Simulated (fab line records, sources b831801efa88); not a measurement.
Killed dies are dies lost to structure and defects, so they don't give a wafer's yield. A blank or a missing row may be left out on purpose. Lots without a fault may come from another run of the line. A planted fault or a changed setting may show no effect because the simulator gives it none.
fab line records | flow sky130
record lots=15 wafers=45 last_day=48
route steps=708 shown FIELD_ISO@11 PWDE@55 NWELL@81 VT_ADJUST_HVTP@95
lots that met no fault: from a run of the same line without faults
start_h: hours from the record's first day to the start of the lot's first wafer shown | wait_h: hours since the lot's step before | " the same as in the row above | L1.1+2: a row that stands for several wafers | - no value, or no start given | * or withheld: withheld | < > ~ a bound
route shown NAME@n: a module of which the file shows steps, and the number in the route of the first | usual: mean/standard deviation of fault-free wafers | same: alike in all rows | chamber/n: place in a boat | sites: the reading at each site | _std_site: their standard deviation | _edge_site: outer sites' mean less inner sites' | radius_mm: how far each site lies from the wafer's centre | mask NAME#n: copy n | behind: the tool/chamber that last shaped the wafer | hold: why the lot was held/for how many hours/how that ended | device: the transistor (n, p or np) that didn't switch | end of line: the same wafers' tests at the end of the route | a step without rows: its recipe alone | killed: dies lost to structure and defects at the first sort, not the wafer's yield | map: a wafer's dies, x killed, . not, _ none there
set.NAME: the setting as run; set.NAME@STEP: as run at that earlier step | model.NAME: the simulator's own value behind a step, which no gauge read
steps of the route over a sample of lots; a table a step, a row a wafer
services: from which hour (start_h, from the record's first day; less than 0 if before it) a tool's chamber was out of use, for how many hours, and why
## steps
# step SKY_FIELD_ISO_EXPOSE_10
# recipe mask_id=FOM na=0.68 source_shape=annular sigma_inner=0.4 sigma_outer=0.8 target_cd_nm=150 dose_mj=28
# usual exposure_dose_mJ_cm2=28.004/0.029 focus_offset_nm=0.0/0.54
# columns lot.wafer tool chamber start_h wait_h mask exposure_dose_mJ_cm2 focus_offset_nm
L623.1 krf_scanner-02 0 21.31 - FOM#0 27.977 -0.5
L623.2 " 0 " " FOM#0 28.012 0.1
L623.3 " 0 " " FOM#0 28.001 -0.5
L624.1 krf_scanner-02 0 26.62 - FOM#0 28.074 -0.6
L624.4 " 0 " " FOM#0 28.064 -1.2
L624.5 " 0 " " FOM#0 28.045 -0.9
L626.1 krf_scanner-01 0 36.48 - FOM#0 28.009 0.1
L626.4 " 0 " " FOM#0 27.973 0.3
L626.6 " 0 " " FOM#0 27.959 0.2
L628.3 krf_scanner-02 0 47.30 - FOM#0 27.987 -0.1
L628.4 " 0 " " FOM#0 28.002 -0.8
L628.5 " 0 " " FOM#0 27.982 0.2
L629.2 krf_scanner-02 0 53.60 - FOM#0 28.017 0.0
L629.3 " 0 " " FOM#0 28.002 -0.5
L629.6 " 0 " " FOM#0 27.999 -0.8
L630.2 krf_scanner-01 0 59.21 - FOM#0 28.030 0.6
L630.5 " 0 " " FOM#0 28.042 -0.2
L630.6 " 0 " " FOM#0 28.046 -0.2
L631.2 krf_scanner-01 0 62.13 - FOM#0 28.004 0.4
L631.3 " 0 " " FOM#0 28.036 0.2
L631.6 " 0 " " FOM#0 28.036 -0.1
L632.3 krf_scanner-02 0 67.52 - FOM#0 28.058 0.4
L632.4 " 0 " " FOM#0 28.034 0.5
L632.6 " 0 " " FOM#0 28.036 0.3
L633.2 krf_scanner-01 0 72.15 - FOM#0 28.079 -0.7
L633.4 " 0 " " FOM#0 28.039 0.0
L633.6 " 0 " " FOM#0 28.052 0.8
L634.1 krf_scanner-02 0 78.45 - FOM#0 27.993 -0.4
L634.2 " 0 " " FOM#0 27.980 -0.7
L634.5 " 0 " " FOM#0 27.989 -0.8
L636.1 krf_scanner-02 0 89.63 - FOM#0 27.966 -0.7
L636.2 " 0 " " FOM#0 27.991 0.1
L636.3 " 0 " " FOM#0 27.968 0.1
L637.1 krf_scanner-02 0 94.86 - FOM#0 27.993 0.8
L637.4 " 0 " " FOM#0 28.025 0.1
L637.5 " 0 " " FOM#0 27.993 0.4
L638.1 krf_scanner-01 - 98.11 - FOM#0 - -
L638.4 " - " " FOM#0 - -
L638.6 " - " " FOM#0 - -
L639.1 krf_scanner-01 - 102.38 - FOM#0 - -
L639.3 " - " " FOM#0 - -
L639.6 " - " " FOM#0 - -
L640.1 krf_scanner-01 - 108.68 - FOM#0 - -
L640.3 " - " " FOM#0 - -
L640.4 " - " " FOM#0 - -
# step SKY_PWDE_TW_MEAS_10
# usual PWDE_TW=372.0/1.8
# columns lot.wafer tool chamber start_h wait_h PWDE_TW
L623.1 film_metro-04 - 67.31 0.1 369.5
L623.2 " - " " 371.4
L623.3 " - " " 369.7
L624.1 film_metro-01 - 75.17 0.1 370.5
L624.4 " - " " 371.0
L624.5 " - " " 372.3
L626.1 film_metro-01 - 84.42 0.1 371.7
L626.4 " - " " 371.1
L626.6 " - " " 372.0
L628.3 film_metro-01 - 98.94 0.1 375.3
L628.4 " - " " 372.4
L628.5 " - " " 372.2
L629.2 film_metro-02 - 103.12 0.1 370.6
L629.3 " - " " 372.3
L629.6 " - " " 371.5
L630.2 film_metro-01 - 108.29 0.1 372.6
L630.5 " - " " 371.9
L630.6 " - " " 371.5
L631.2 film_metro-02 - 112.24 0.1 371.7
L631.3 " - " " 371.5
L631.6 " - " " 372.2
L632.3 film_metro-01 - 117.44 0.1 372.2
L632.4 " - " " 372.9
L632.6 " - " " 374.0
L633.2 film_metro-01 - 124.07 0.1 376.8
L633.4 " - " " 374.9
L633.6 " - " " 374.6
L634.1 film_metro-01 - 129.73 0.1 375.0
L634.2 " - " " 376.0
L634.5 " - " " 373.6
L636.1 film_metro-02 - 141.68 0.1 372.3
L636.2 " - " " 372.5
L636.3 " - " " 371.5
L637.1 film_metro-02 - 150.71 0.1 377.3
L637.4 " - " " 370.8
L637.5 " - " " 376.8
# step SKY_NWELL_RTA_28
# recipe temp_c=1050 time_s=30 idle_temp_c=650 ramp_up_c_per_s=150 ramp_down_c_per_s=90 ambient=N2
# usual anneal_temp_c_max=1056.8/2.3 lamp_power_pct=25.30/0.055 wafer_temp_C_max=1054.9/1.1
# columns lot.wafer tool chamber start_h wait_h anneal_temp_c_max lamp_power_pct wafer_temp_C_max
L623.1 rtp_anneal-02 0 101.69 0.0 1057.8 25.33 1055.6
L623.2 " 0 " " 1056.8 25.38 1054.4
L623.3 " 0 " " 1057.3 25.38 1053.8
L624.1 rtp_anneal-01 0 111.62 0.0 1055.9 25.28 1054.8
L624.4 " 0 " " 1056.1 25.27 1055.3
L624.5 " 0 " " 1053.8 25.24 1057.2
L626.1 rtp_anneal-02 0 121.31 0.0 1059.0 25.31 1055.4
L626.4 " 0 " " 1057.1 25.33 1055.1
L626.6 " 0 " " 1056.1 25.24 1055.2
L628.3 rtp_anneal-02 0 135.29 0.0 1059.3 25.35 1057.9
L628.4 " 0 " " 1058.9 25.35 1056.0
L628.5 " 0 " " 1059.5 25.22 1054.8
L629.2 rtp_anneal-01 0 142.17 0.0 1055.1 25.32 1054.3
L629.3 " 0 " " 1055.6 25.27 1056.1
L629.6 " 0 " " 1054.8 25.25 1053.8
L630.2 rtp_anneal-01 0 145.80 0.0 1054.2 25.43 1055.3
L630.5 " 0 " " 1055.0 25.22 1055.3
L630.6 " 0 " " 1055.5 25.35 1054.3
L631.2 rtp_anneal-01 0 151.84 0.0 1055.4 25.21 1054.0
L631.3 " 0 " " 1056.6 25.31 1055.6
L631.6 " 0 " " 1054.6 25.26 1057.2
L632.3 rtp_anneal-02 0 156.15 0.0 1060.8 25.29 1056.0
L632.4 " 0 " " 1057.5 25.32 1055.8
L632.6 " 0 " " 1057.5 25.21 1053.8
L633.2 rtp_anneal-02 0 163.68 0.0 1058.8 25.30 1056.8
L633.4 " 0 " " 1058.2 25.34 1054.0
L633.6 " 0 " " 1060.5 25.31 1055.1
L634.1 rtp_anneal-01 0 169.64 0.0 1056.1 25.38 1054.0
L634.2 " 0 " " 1054.6 25.26 1053.5
L634.5 " 0 " " 1053.9 25.33 1054.9
L636.1 rtp_anneal-01 0 182.22 0.0 1055.2 25.37 1055.1
L636.2 " 0 " " 1055.2 25.23 1053.9
L636.3 " 0 " " 1054.9 25.30 1055.8
L637.1 rtp_anneal-02 0 191.58 0.0 1057.7 25.28 1054.8
L637.4 " 0 " " 1061.9 25.35 1055.1
L637.5 " 0 " " 1059.2 25.33 1053.5
# step SKY_VT_ADJUST_HVTP_STRIP_10
# recipe chemistry=O2/N2 power_w=1400 pressure_mtorr=1500 platen_temp_c=withheld o2_flow_sccm=3000 n2_flow_sccm=300 overash_fraction=0.5
# usual drypump_motor_current_A=5.62/0.29 oes_product_au=0.716/0.005 strip_time_to_endpoint_s=14.17/0.042
# columns lot.wafer tool chamber start_h wait_h drypump_motor_current_A oes_product_au rf_hours_counter_h strip_time_to_endpoint_s
L623.1 plasma_asher-03 1 120.84 0.1 5.57 0.710 45 14.15
L623.2 " 0 " " 5.37 0.713 45 14.11
L623.3 " 0 " " 5.36 0.713 - 14.12
L624.1 plasma_asher-03 1 130.63 0.1 5.57 0.714 46 14.12
L624.4 " 0 " " 5.37 0.709 - 14.17
L624.5 " 0 " " 5.36 0.706 - 14.13
L626.1 plasma_asher-01 1 140.83 0.1 5.88 0.717 2 14.21
L626.4 " 1 " " 5.87 0.712 - 14.16
L626.6 " 1 " " 5.91 0.712 - 14.23
L628.3 plasma_asher-02 0 155.66 0.1 5.31 0.717 - 14.21
L628.4 " 1 " " 5.35 0.714 - 14.21
L628.5 " 1 " " 5.36 0.719 - 14.21
L629.2 plasma_asher-03 1 162.58 0.1 5.56 0.709 50 14.20
L629.3 " 1 " " 5.56 0.715 - 14.17
L629.6 " 1 " " 5.57 0.714 - 14.19
L630.2 plasma_asher-03 0 166.39 0.1 5.37 0.718 50 14.16
L630.5 " 1 " " 5.55 0.710 - 14.15
L630.6 " 0 " " 5.36 0.719 - 14.17
L631.2 plasma_asher-02 0 172.54 0.1 5.33 0.724 48 14.19
L631.3 " 1 " " 5.37 0.718 - 14.13
L631.6 " 0 " " 5.31 0.711 - 14.12
L632.3 plasma_asher-03 1 176.91 0.1 5.55 0.712 - 14.20
L632.4 " 0 " " 5.35 0.723 - 14.18
L632.6 " 0 " " 5.36 0.722 - 14.17
L633.2 plasma_asher-01 0 184.49 0.1 6.05 0.714 6 14.17
L633.4 " 0 " " 6.06 0.698 - 14.11
L633.6 " 0 " " 6.07 0.710 - 14.14
L634.1 plasma_asher-02 1 190.07 0.1 5.37 0.722 50 14.24
L634.2 " 0 " " 5.31 0.720 50 14.20
L634.5 " 0 " " 5.29 0.712 - 14.19
L636.1 plasma_asher-02 0 203.13 0.1 5.28 0.721 51 14.18
L636.2 " 1 " " 5.36 0.717 51 14.16
L636.3 " 1 " " 5.37 0.712 - 14.15
L637.1 plasma_asher-01 1 213.34 0.1 5.86 0.709 9 14.22
L637.4 " 0 " " 6.07 0.715 - 14.19
L637.5 " 0 " " 6.04 0.714 - 14.25
## services
# columns tool chamber start_h hours kind
krf_scanner-02 - 11.68 0.8 pm
plasma_asher-02 - 15.89 1.4 repair
krf_scanner-01 - 16.20 0.8 pm
krf_scanner-02 - 29.40 1.0 pm
plasma_asher-01 - 59.82 1.0 repair
krf_scanner-01 - 67.33 4.4 pm
plasma_asher-03 - 92.37 1.6 repair
plasma_asher-02 - 106.92 14.6 pm
plasma_asher-01 - 108.75 9.0 pm
plasma_asher-01 0 108.75 9.0 vent_cycle
plasma_asher-01 1 108.75 9.0 vent_cycle
plasma_asher-01 0 117.75 - clean
plasma_asher-01 1 117.75 - clean
krf_scanner-01 - 126.04 0.4 repair
krf_scanner-01 - 141.17 1.3 pm
krf_scanner-01 - 148.28 1.0 pm
krf_scanner-02 - 162.40 1.3 pm
krf_scanner-02 - 180.48 0.8 pm
krf_scanner-01 - 185.00 0.8 pm
plasma_asher-01 - 196.23 1.2 repair
krf_scanner-02 - 198.35 1.0 pm
krf_scanner-02 - 206.03 3.6 pm
## key
first_sign step=SKY_FIELD_ISO_EXPOSE_10 reading=tool_record direction=missing
effect none on later readings
met_at SKY_FIELD_ISO_EXPOSE_10
struck_lots L638,L639,L640
later_rows_left_out L638.1,L638.4,L638.6,L639.1,L639.3,L639.6,L640.1,L640.3,L640.4
sort_left_out L638.1,L638.4,L638.6,L639.1,L639.3,L639.6,L640.1,L640.3,L640.4
tester_left_out L638,L639,L640
not_acting_at SKY_PWDE_TW_MEAS_10,SKY_NWELL_RTA_28,SKY_VT_ADJUST_HVTP_STRIP_10
onset_between 72.15 98.11
fault kind=skipped_step_whole tool=krf_scanner-01 chamber=- onset_h=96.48 steps=SKY_FIELD_ISO_EXPOSE_10 scope=struck_lots_only
# tester_left_out: of these lots the tester's yield and bins aren't shown, on N5 and GAA mostly nor the transistor test; their killed dies are dies lost to structure and defects alone, not to doping, threshold or leakage, so they don't give the yield
# sort_left_out: the simulated sort isn't trusted on such a fault, so these wafers' sort isn't shown, and their yield isn't known
# later_rows_left_out: the simulator's readings of these wafers behind a module that went badly wrong aren't trusted and aren't shown, but for the sort
